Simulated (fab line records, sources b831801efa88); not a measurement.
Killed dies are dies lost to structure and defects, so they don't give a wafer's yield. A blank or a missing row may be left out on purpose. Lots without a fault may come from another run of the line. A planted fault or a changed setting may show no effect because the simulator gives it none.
fab line records | flow sky130 | part 2 of 2: steps 32 to 45 of 45
record lots=5 wafers=15 last_day=51
route steps=708 shown FIELD_ISO@7 NWELL@32 DNWELL@35 PWDE@45
lots that met no fault: from a run of the same line without faults
start_h: hours from the record's first day to the start of the lot's first wafer shown | wait_h: hours since the lot's step before | " the same as in the row above | L1.1+2: a row that stands for several wafers | - no value, or no start given | * or withheld: withheld | < > ~ a bound
route shown NAME@n: a module of which the file shows steps, and the number in the route of the first | usual: mean/standard deviation of fault-free wafers | same: alike in all rows | chamber/n: place in a boat | sites: the reading at each site | _std_site: their standard deviation | _edge_site: outer sites' mean less inner sites' | radius_mm: how far each site lies from the wafer's centre | mask NAME#n: copy n | behind: the tool/chamber that last shaped the wafer | hold: why the lot was held/for how many hours/how that ended | device: the transistor (n, p or np) that didn't switch | end of line: the same wafers' tests at the end of the route | a step without rows: its recipe alone | killed: dies lost to structure and defects at the first sort, not the wafer's yield | map: a wafer's dies, x killed, . not, _ none there
set.NAME: the setting as run; set.NAME@STEP: as run at that earlier step | model.NAME: the simulator's own value behind a step, which no gauge read
lots at some steps of the route; a table a step, a row a wafer
services: from which hour (start_h, from the record's first day; less than 0 if before it) a tool's chamber was out of use, for how many hours, and why
## steps
# step SKY_DNWELL_SOFTBAKE_03
# recipe temp_c=110 time_s=withheld
# columns lot.wafer tool chamber start_h wait_h
L075.1+2+3 litho_track-04 0 52.32 0.1
L088.1+4+5 litho_track-02 0 118.22 0.1
L094.4+5+6 litho_track-01 0 149.23 0.1
L095.2+3+4 litho_track-04 0 157.00 0.1
L096.3+4+5 litho_track-02 0 178.63 0.1
# step SKY_DNWELL_EXPOSE_04
# recipe mask_id=DNM na=0.57 target_cd_nm=3000 dose_mj=222
# usual stage_vel_mm_s=500.11/0.26
# columns lot.wafer tool chamber start_h wait_h mask stage_vel_mm_s
L075.1 iline_stepper-02 0 - - DNM#0 500.02
L075.2 " 0 " " DNM#0 500.09
L075.3 " 0 " " DNM#0 500.00
L088.1 iline_stepper-01 0 - - DNM#0 500.00
L088.4 " 0 " " DNM#0 500.40
L088.5 " 0 " " DNM#0 500.06
L094.4 iline_stepper-01 0 - - DNM#0 499.87
L094.5 " 0 " " DNM#0 499.73
L094.6 " 0 " " DNM#0 500.06
L095.2 iline_stepper-01 0 - - DNM#0 499.81
L095.3 " 0 " " DNM#0 499.91
L095.4 " 0 " " DNM#0 499.75
L096.3 iline_stepper-02 0 - - DNM#0 499.82
L096.4 " 0 " " DNM#0 499.89
L096.5 " 0 " " DNM#0 500.43
# step SKY_DNWELL_PEB_05
# recipe temp_c=115 time_s=withheld
# columns lot.wafer tool chamber start_h wait_h
L075.1+2+3 litho_track-02 0 - -
L088.1+4+5 litho_track-02 0 - -
L094.4+5+6 litho_track-04 0 - -
L095.2+3+4 litho_track-01 0 - -
L096.3+4+5 litho_track-02 0 - -
# step SKY_DNWELL_DEVELOP_06
# recipe wall_angle_deg=90 developer=TMAH develop_time_s=60 dev_temp_c=23
# columns lot.wafer tool chamber start_h wait_h
L075.1+2+3 litho_track-02 0 - -
L088.1+4+5 litho_track-02 0 - -
L094.4+5+6 litho_track-04 0 - -
L095.2+3+4 litho_track-01 0 - -
L096.3+4+5 litho_track-02 0 - -
# step SKY_DNWELL_IMPLANT_07
# recipe species=P energy_kev=withheld dose_cm2=withheld tilt_deg=withheld
# columns lot.wafer tool chamber start_h wait_h
L075.1+2+3 implanter-03 0 60.17 -
L088.1+4+5 implanter-02 0 126.97 -
L094.4+5+6 implanter-02 0 160.14 -
L095.2+3+4 implanter-03 0 166.70 -
L096.3+4+5 implanter-02 0 189.32 -
# step SKY_DNWELL_STRIP_08
# recipe chemistry=O2/N2 power_w=1400 pressure_mtorr=1500 platen_temp_c=withheld o2_flow_sccm=3000 n2_flow_sccm=300 overash_fraction=0.5
# usual drypump_motor_current_A=5.9/0.47 oes_product_au=0.722/0.0045 strip_time_to_endpoint_s=36.98/0.11
# columns lot.wafer tool chamber start_h wait_h drypump_motor_current_A oes_product_au rf_hours_counter_h strip_time_to_endpoint_s
L075.1 plasma_asher-04 0 60.32 0.1 5.1 0.725 39 37.11
L075.2 " 1 " " 5.6 0.720 39 36.97
L075.3 " 1 " " 5.6 0.721 - 37.04
L088.1 plasma_asher-03 0 127.12 0.1 5.4 0.725 41 36.78
L088.4 " 1 " " 6.5 0.716 - 36.89
L088.5 " 0 " " 5.4 0.726 - 36.88
L094.4 plasma_asher-04 0 160.25 0.1 5.1 0.720 - 37.02
L094.5 " 1 " " 5.6 0.729 - 36.99
L094.6 " 0 " " 5.1 0.729 - 36.95
L095.2 plasma_asher-02 1 166.83 0.1 6.2 0.719 35 37.01
L095.3 " 1 " " 6.3 0.727 - 37.11
L095.4 " 0 " " 6.1 0.724 - 37.05
L096.3 plasma_asher-04 0 189.45 0.1 5.1 0.725 - 37.02
L096.4 " 1 " " 5.6 0.714 - 37.00
L096.5 " 1 " " 5.6 0.727 - 36.97
# step SKY_DNWELL_TW_MEAS_09
# usual DNWELL_TW=1125/9.2
# columns lot.wafer tool chamber start_h wait_h DNWELL_TW
L075.1 film_metro-04 - 60.42 0.1 1108
L075.2 " - " " 1102
L075.3 " - " " 1113
L088.1 film_metro-03 - 127.22 0.1 1137
L088.4 " - " " 1133
L088.5 " - " " 1141
L094.4 film_metro-04 - 160.35 0.1 1117
L094.5 " - " " 1119
L094.6 " - " " 1118
L095.2 film_metro-01 - 166.94 0.1 1124
L095.3 " - " " 1121
L095.4 " - " " 1121
L096.3 film_metro-04 - 189.54 0.1 1111
L096.4 " - " " 1118
L096.5 " - " " 1122
# step SKY_PWDE_DEHYDRATE_00
# recipe temp_c=200 time_s=60
# columns lot.wafer tool chamber start_h wait_h
L075.1+2+3 litho_track-04 0 68.47 8.0
L088.1+4+5 litho_track-02 0 135.32 8.1
L094.4+5+6 litho_track-03 0 169.51 9.2
L095.2+3+4 litho_track-02 0 175.89 8.9
L096.3+4+5 litho_track-02 0 199.47 9.9
# step SKY_PWDE_HMDS_01
# recipe prime_time_s=60 prime_temp_c=120
# same prime_time_s=60
# columns lot.wafer tool chamber start_h wait_h
L075.1+2+3 litho_track-04 0 68.62 0.1
L088.1+4+5 litho_track-02 0 135.47 0.1
L094.4+5+6 litho_track-03 0 169.66 0.1
L095.2+3+4 litho_track-02 0 176.04 0.1
L096.3+4+5 litho_track-02 0 199.62 0.1
# step SKY_PWDE_COAT_02
# recipe spin_rpm=2000 resist_thk_nm=3000
# columns lot.wafer tool chamber start_h wait_h
L075.1+2+3 litho_track-04 0 68.77 0.1
L088.1+4+5 litho_track-02 0 135.62 0.1
L094.4+5+6 litho_track-03 0 169.81 0.1
L095.2+3+4 litho_track-02 0 176.19 0.1
L096.3+4+5 litho_track-02 0 199.77 0.1
# step SKY_PWDE_SOFTBAKE_03
# recipe temp_c=110 time_s=withheld
# columns lot.wafer tool chamber start_h wait_h
L075.1+2+3 litho_track-04 0 68.92 0.1
L088.1+4+5 litho_track-02 0 135.77 0.1
L094.4+5+6 litho_track-03 0 169.98 0.1
L095.2+3+4 litho_track-02 0 176.35 0.1
L096.3+4+5 litho_track-02 0 199.93 0.1
# step SKY_PWDE_EXPOSE_04
# recipe mask_id=PWDEM na=0.6 source_shape=conventional sigma_outer=0.6 polarization=unpolarized target_cd_nm=840 dose_mj=214
# usual stage_vel_mm_s=499.97/0.26
# columns lot.wafer tool chamber start_h wait_h mask stage_vel_mm_s
L075.1 iline_stepper-02 0 - - PWDEM#0 499.38
L075.2 " 0 " " PWDEM#0 499.74
L075.3 " 0 " " PWDEM#0 499.90
L088.1 iline_stepper-01 0 - - PWDEM#0 499.98
L088.4 " 0 " " PWDEM#0 499.84
L088.5 " 0 " " PWDEM#0 500.32
L094.4 iline_stepper-01 0 - - PWDEM#0 500.23
L094.5 " 0 " " PWDEM#0 499.80
L094.6 " 0 " " PWDEM#0 499.60
L095.2 iline_stepper-02 0 - - PWDEM#0 499.70
L095.3 " 0 " " PWDEM#0 499.86
L095.4 " 0 " " PWDEM#0 499.50
L096.3 iline_stepper-02 0 - - PWDEM#0 499.53
L096.4 " 0 " " PWDEM#0 499.87
L096.5 " 0 " " PWDEM#0 499.78
# step SKY_PWDE_PEB_05
# recipe temp_c=115 time_s=withheld
# columns lot.wafer tool chamber start_h wait_h
L075.1+2+3 litho_track-04 0 - -
L088.1+4+5 litho_track-04 0 - -
L094.4+5+6 litho_track-03 0 - -
L095.2+3+4 litho_track-03 0 - -
L096.3+4+5 litho_track-02 0 - -
# step SKY_PWDE_DEVELOP_06
# recipe wall_angle_deg=90 developer=TMAH develop_time_s=60 dev_temp_c=23
# columns lot.wafer tool chamber start_h wait_h
L075.1+2+3 litho_track-04 0 - -
L088.1+4+5 litho_track-04 0 - -
L094.4+5+6 litho_track-03 0 - -
L095.2+3+4 litho_track-03 0 - -
L096.3+4+5 litho_track-02 0 - -
## services
# columns tool chamber start_h hours kind
furnace-01 - 11.63 3.6 pm
krf_scanner-01 - 23.94 0.7 repair
krf_scanner-01 - 44.79 4.4 pm
iline_stepper-01 - 52.50 0.5 repair
krf_scanner-01 - 67.59 1.3 pm
wet_bench-03 - 73.06 0.5 repair
furnace-02 - 85.55 3.8 pm
iline_stepper-01 - 96.10 1.7 pm
furnace-01 - 112.61 4.8 pm
wet_bench-01 - 115.77 7.2 repair
furnace-02 - 118.74 3.4 pm
krf_scanner-01 - 126.54 1.0 pm
iline_stepper-02 - 132.33 2.1 pm
iline_stepper-02 - 134.42 1.7 pm
krf_scanner-01 - 134.85 0.4 repair
krf_scanner-01 - 140.25 0.6 repair
rie_diel-01 1 151.80 4.5 repair
wet_bench-02 - 161.43 1.9 pm
rie_diel-01 - 179.12 2.3 repair
furnace-01 - 179.52 2.8 pm
rie_diel-01 3 183.18 22.0 repair
iline_stepper-02 - 196.11 2.3 repair
rie_diel-01 - 202.87 14.6 pm
furnace-02 - 210.59 5.4 repair
